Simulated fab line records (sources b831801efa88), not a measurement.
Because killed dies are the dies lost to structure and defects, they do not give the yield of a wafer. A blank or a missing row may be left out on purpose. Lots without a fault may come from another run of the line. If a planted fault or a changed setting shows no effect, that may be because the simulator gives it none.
fab line records | flow sky130
record: lots: 14 wafers: 42 lastDay: 50
route steps=708 shown VT_ADJUST_LVTN@115 VT_ADJUST_NCORE@128 SONOS_ONO@169
lots untouched by any fault: they come from a run of this same line in which no faults occurred
startH: hours from the record's first day to the start of the lot's first wafer shown | waitH: time in hours since the lot's previous step | " unchanged from the row above | L1.1+2: one row covering several wafers at once | - no value present, or no start provided | * or withheld: withheld | < > ~ a bound
route shown NAME@n: NAME is a module with steps in the file, n the number in the route of the first one | usual: the fault-free wafers' mean and standard deviation | same: alike in all rows | chamber/n: place in a boat | sites: readings site by site | _std_site: their standard deviation | _edge_site: mean of outer sites minus mean of inner sites | radiusMm: for every site, how far away it sits from the centre of the wafer | mask NAME#n: copy n | behind: tool/chamber where the wafer was last shaped | hold: why the lot was held/for how many hours/how that ended | device: which transistor (n, p or np) failed to switch | end of line: tests run on the same wafers once the route is complete | where a step has no rows: the recipe by itself | killed: count of dies lost to structure and defects at first sort (not the wafer's yield) | map: per-die view of a wafer (x killed, . not killed, _ where there is no die)
set.NAME: the setting that was run; set.NAME@STEP: the one run at that earlier step | model.NAME: the simulator's own value behind a step, which no gauge read
the route's steps for a sample of lots (tables are steps, rows are wafers)
services: the hour from which a tool's chamber was out of use, counted from the record's first day as startH (under 0 if before that day), plus the number of hours and why
== steps ==
step: SKY_VT_ADJUST_LVTN_OVL_MEAS_18
usual: VT_ADJUST_LVTN_01_OVL: 0.3/1.4
columns lot.wafer tool chamber startH waitH VT_ADJUST_LVTN_01_OVL[nm]
L824.3 overlay-01 - 162.71 0.1 1.8
L824.4 " - " " 2.7
L824.6 " - " " 1.2
L825.2 overlay-02 - 165.50 0.1 0.7
L825.4 " - " " -0.3
L825.6 " - " " -0.7
L826.1 overlay-02 - 173.34 0.1 0.4
L826.2 " - " " 1.2
L826.6 " - " " 0.8
L827.1 overlay-02 - 179.19 0.1 0.2
L827.2 " - " " 1.3
L827.4 " - " " 0.6
L828.2 overlay-02 - 185.10 0.1 0.7
L828.4 " - " " -1.5
L828.5 " - " " -0.4
L829.1 overlay-01 - 193.35 0.2 -2.0
L829.3 " - " " -1.3
L829.5 " - " " -1.7
L831.1 overlay-01 - 209.72 0.1 1.0
L831.3 " - " " 0.4
L831.6 " - " " -0.2
L832.1 overlay-02 - 215.45 0.1 0.8
L832.4 " - " " 0.4
L832.5 " - " " 0.2
L841.2 overlay-02 - 276.54 0.1 -0.5
L841.3 " - " " -1.9
L841.5 " - " " 1.4
L842.3 overlay-01 - 282.63 0.1 -0.7
L842.5 " - " " -1.0
L842.6 " - " " 0.0
L844.3 overlay-01 - 303.05 0.1 0.5
L844.4 " - " " 1.9
L844.6 " - " " 2.1
L845.2 overlay-01 - 310.63 0.1 3.7
L845.3 " - " " 1.2
L845.5 " - " " 3.9
L846.3 overlay-01 - 319.76 0.1 -1.7
L846.5 " - " " -0.6
L846.6 " - " " -0.6
L847.2 overlay-01 - 321.93 0.1 0.8
L847.4 " - " " 1.7
L847.6 " - " " 1.0
step: SKY_VT_ADJUST_NCORE_IMPLANT_09
recipe: species: B energyKev: 10 doseCm2: 2.4e+12 tiltDeg: withheld
usual: beamEnergyKeV: 10.000/0.0032 beamOnS: 10.01/0.2 faradayCurrentUA: 13.53/0.26 implantIonAmu: 11/0
columns lot.wafer tool chamber startH waitH beamEnergyKeV beamOnS faradayCurrentUA implantIonAmu
L824.3 implanter-01 0 182.53 0.1 9.996 10.36 13.06 11
L824.4 " 0 " " 9.996 10.25 13.23 11
L824.6 " 0 " " 9.999 10.13 13.35 11
L825.2 implanter-01 0 185.85 0.0 10.004 10.11 13.32 11
L825.4 " 0 " " 10.001 9.81 13.75 11
L825.6 " 0 " " 10.003 9.81 13.81 11
L826.1 implanter-03 0 194.66 0.0 10.001 10.21 13.27 11
L826.2 " 0 " " 10.000 10.28 13.12 11
L826.6 " 0 " " 9.996 10.00 13.61 11
L827.1 implanter-03 0 200.55 0.0 9.999 9.66 14.02 11
L827.2 " 0 " " 9.998 9.79 13.82 11
L827.4 " 0 " " 10.001 9.89 13.72 11
L828.2 implanter-03 0 206.84 0.0 10.000 9.86 13.73 11
L828.4 " 0 " " 9.997 10.17 13.38 11
L828.5 " 0 " " 9.999 10.18 13.31 11
L829.1 implanter-02 0 215.90 0.0 10.001 9.89 13.74 11
L829.3 " 0 " " 10.002 10.20 13.28 11
L829.5 " 0 " " 10.006 9.68 13.94 11
L831.1 implanter-01 0 233.33 0.0 10.006 10.18 13.38 11
L831.3 " 0 " " 10.004 9.93 13.65 11
L831.6 " 0 " " 10.003 10.25 13.17 11
L832.1 implanter-02 0 238.81 0.0 10.001 10.06 13.47 11
L832.4 " 0 " " 9.999 10.01 13.55 11
L832.5 " 0 " " 10.002 9.69 13.90 11
L841.2 implanter-03 - 302.03 0.0 - - - -
L841.3 " - " " - - - -
L841.5 " - " " - - - -
L842.3 implanter-03 - 309.05 0.1 - - - -
L842.5 " - " " - - - -
L842.6 " - " " - - - -
L844.3 implanter-01 0 329.91 0.1 9.998 10.09 13.43 11
L844.4 " 0 " " 10.005 10.39 12.99 11
L844.6 " 0 " " 10.002 10.29 13.13 11
L845.2 implanter-03 0 337.33 0.0 10.000 9.93 13.64 11
L845.3 " 0 " " 10.005 10.23 13.21 11
L845.5 " 0 " " 10.007 9.94 13.64 11
L846.3 implanter-01 0 346.40 0.1 10.002 9.81 13.77 11
L846.5 " 0 " " 10.001 9.91 13.66 11
L846.6 " 0 " " 10.000 9.92 13.65 11
L847.2 implanter-02 0 348.93 0.0 9.999 9.89 13.72 11
L847.4 " 0 " " 10.000 10.00 13.50 11
L847.6 " 0 " " 9.992 10.16 13.24 11
step: SKY_VT_ADJUST_NCORE_TW_MEAS_11
usual: VT_ADJUST_NCORE_TW: 217.0/1.6
columns lot.wafer tool chamber startH waitH VT_ADJUST_NCORE_TW
L824.3 filmMetro-01 - 182.75 0.1 216.1
L824.4 " - " " 216.5
L824.6 " - " " 215.6
L825.2 filmMetro-03 - 186.09 0.1 217.8
L825.4 " - " " 216.4
L825.6 " - " " 217.0
L826.1 filmMetro-03 - 194.91 0.1 215.2
L826.2 " - " " 215.1
L826.6 " - " " 215.1
L827.1 filmMetro-03 - 200.80 0.1 215.0
L827.2 " - " " 215.2
L827.4 " - " " 216.4
L828.2 filmMetro-03 - 207.07 0.1 214.9
L828.4 " - " " 216.2
L828.5 " - " " 213.8
L829.1 filmMetro-01 - 216.15 0.1 216.9
L829.3 " - " " 217.1
L829.5 " - " " 218.1
L831.1 filmMetro-03 - 233.58 0.1 217.9
L831.3 " - " " 217.4
L831.6 " - " " 217.9
L832.1 filmMetro-01 - 239.06 0.1 216.8
L832.4 " - " " 217.7
L832.5 " - " " 218.4
L841.2 filmMetro-03 - 302.26 0.1 29.5
L841.3 " - " " 29.8
L841.5 " - " " 29.5
L842.3 filmMetro-03 - 309.27 0.1 29.5
L842.5 " - " " 29.6
L842.6 " - " " 29.5
L844.3 filmMetro-01 - 330.13 0.1 217.0
L844.4 " - " " 216.6
L844.6 " - " " 215.7
L845.2 filmMetro-03 - 337.57 0.1 216.9
L845.3 " - " " 216.1
L845.5 " - " " 216.5
L846.3 filmMetro-01 - 346.62 0.1 218.0
L846.5 " - " " 216.8
L846.6 " - " " 217.3
L847.2 filmMetro-01 - 349.16 0.1 217.7
L847.4 " - " " 217.3
L847.6 " - " " 218.0
step: SKY_SONOS_ONO_THK_MEAS_01
recipe: reads: SiO2_of_SONOS_ONO_OXIDATION_00
usual: SONOS_ONO_OXIDATION_THK: 2.63/0.056
columns lot.wafer tool chamber startH waitH SONOS_ONO_OXIDATION_THK[nm]
L824.3 filmMetro-02 - 252.09 0.0 2.56
L824.4 " - " " 2.78
L824.6 " - " " 2.60
L825.2 filmMetro-03 - 256.18 0.0 2.73
L825.4 " - " " 2.62
L825.6 " - " " 2.66
L826.1 filmMetro-03 - 266.39 0.0 2.58
L826.2 " - " " 2.60
L826.6 " - " " 2.48
L827.1 filmMetro-01 - 274.37 0.0 2.60
L827.2 " - " " 2.65
L827.4 " - " " 2.61
L828.2 filmMetro-03 - 278.76 0.0 2.65
L828.4 " - " " 2.61
L828.5 " - " " 2.57
L829.1 filmMetro-03 - 290.03 0.0 2.65
L829.3 " - " " 2.64
L829.5 " - " " 2.60
L831.1 filmMetro-03 - 309.94 0.0 2.62
L831.3 " - " " 2.64
L831.6 " - " " 2.65
L832.1 filmMetro-02 - 315.69 0.0 2.70
L832.4 " - " " 2.70
L832.5 " - " " 2.80
L844.3 filmMetro-02 - 419.41 0.0 2.61
L844.4 " - " " 2.67
L844.6 " - " " 2.70
L845.2 filmMetro-01 - 425.04 0.0 2.64
L845.3 " - " " 2.68
L845.5 " - " " 2.65
L846.3 filmMetro-03 - 436.29 0.0 2.62
L846.5 " - " " 2.65
L846.6 " - " " 2.61
L847.2 filmMetro-03 - 438.48 0.0 2.57
L847.4 " - " " 2.60
L847.6 " - " " 2.55
step: SKY_SONOS_ONO_THK_MEAS_03
recipe: reads: Si3N4_of_SONOS_ONO_CVD_02
usual: SONOS_ONO_CVD_02_THK: 10.72/0.14
columns lot.wafer tool chamber startH waitH SONOS_ONO_CVD_02_THK[nm]
L824.3 filmMetro-03 - 253.20 0.0 10.65
L824.4 " - " " 10.46
L824.6 " - " " 10.56
L825.2 filmMetro-01 - 257.29 0.0 10.56
L825.4 " - " " 10.62
L825.6 " - " " 10.59
L826.1 filmMetro-03 - 268.15 0.0 10.66
L826.2 " - " " 10.71
L826.6 " - " " 10.76
L827.1 filmMetro-01 - 275.75 0.0 10.61
L827.2 " - " " 10.55
L827.4 " - " " 10.63
L828.2 filmMetro-01 - 281.62 0.0 10.63
L828.4 " - " " 10.62
L828.5 " - " " 10.60
L829.1 filmMetro-02 - 291.14 0.0 11.06
L829.3 " - " " 10.80
L829.5 " - " " 10.76
L831.1 filmMetro-03 - 312.85 0.0 10.84
L831.3 " - " " 10.76
L831.6 " - " " 10.77
L832.1 filmMetro-01 - 317.33 0.0 10.69
L832.4 " - " " 10.58
L832.5 " - " " 10.68
L844.3 filmMetro-01 - 421.80 0.0 10.61
L844.4 " - " " 10.64
L844.6 " - " " 10.57
L845.2 filmMetro-01 - 427.95 0.0 11.01
L845.3 " - " " 10.98
L845.5 " - " " 11.06
L846.3 filmMetro-01 - 439.05 0.0 10.87
L846.5 " - " " 10.83
L846.6 " - " " 10.89
L847.2 filmMetro-03 - 440.09 0.0 10.84
L847.4 " - " " 10.86
L847.6 " - " " 10.69
== services ==
columns tool chamber startH hours kind
implanter-01 - 163.44 2.5 repair
implanter-02 - 177.51 2.5 repair
implanter-01 - 209.01 2.9 repair
implanter-03 - 232.98 2.4 repair
implanter-01 - 270.07 8.1 repair
implanter-02 - 289.32 6.4 repair
implanter-02 - 305.97 0.5 repair
implanter-02 - 332.93 4.2 pm
== key ==
firstSign: step: SKY_VT_ADJUST_NCORE_IMPLANT_09 reading: toolRecord direction: missing
effect: step: SKY_VT_ADJUST_NCORE_TW_MEAS_11 reading: VT_ADJUST_NCORE_TW direction: down sigmas: 99+ usual: 217.0 struck: 29.6
metAt SKY_VT_ADJUST_NCORE_IMPLANT_09
struckLots L841,L842
laterRowsLeftOut L841.2,L841.3,L841.5,L842.3,L842.5,L842.6
sortLeftOut L841.2,L841.3,L841.5,L842.3,L842.5,L842.6
testerLeftOut L841,L842
notActingAt SKY_VT_ADJUST_LVTN_OVL_MEAS_18,SKY_SONOS_ONO_THK_MEAS_01,SKY_SONOS_ONO_THK_MEAS_03
onsetBetween 206.84 302.03
fault: kind: skippedStepWhole tool: implanter-03 chamber: - onsetH: 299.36 steps: SKY_VT_ADJUST_NCORE_IMPLANT_09 scope: struckLotsOnly
testerLeftOut: of these lots the tester's yield and bins aren't shown, on N5 and GAA mostly nor the transistor test; their killed dies are dies lost to structure and defects alone, not to doping, threshold or leakage, so they don't give the yield
sortLeftOut: the simulated sort isn't trusted on such a fault, so these wafers' sort isn't shown, and their yield isn't known
laterRowsLeftOut: the simulator's readings of these wafers behind a module that went badly wrong aren't trusted and aren't shown, but for the sort
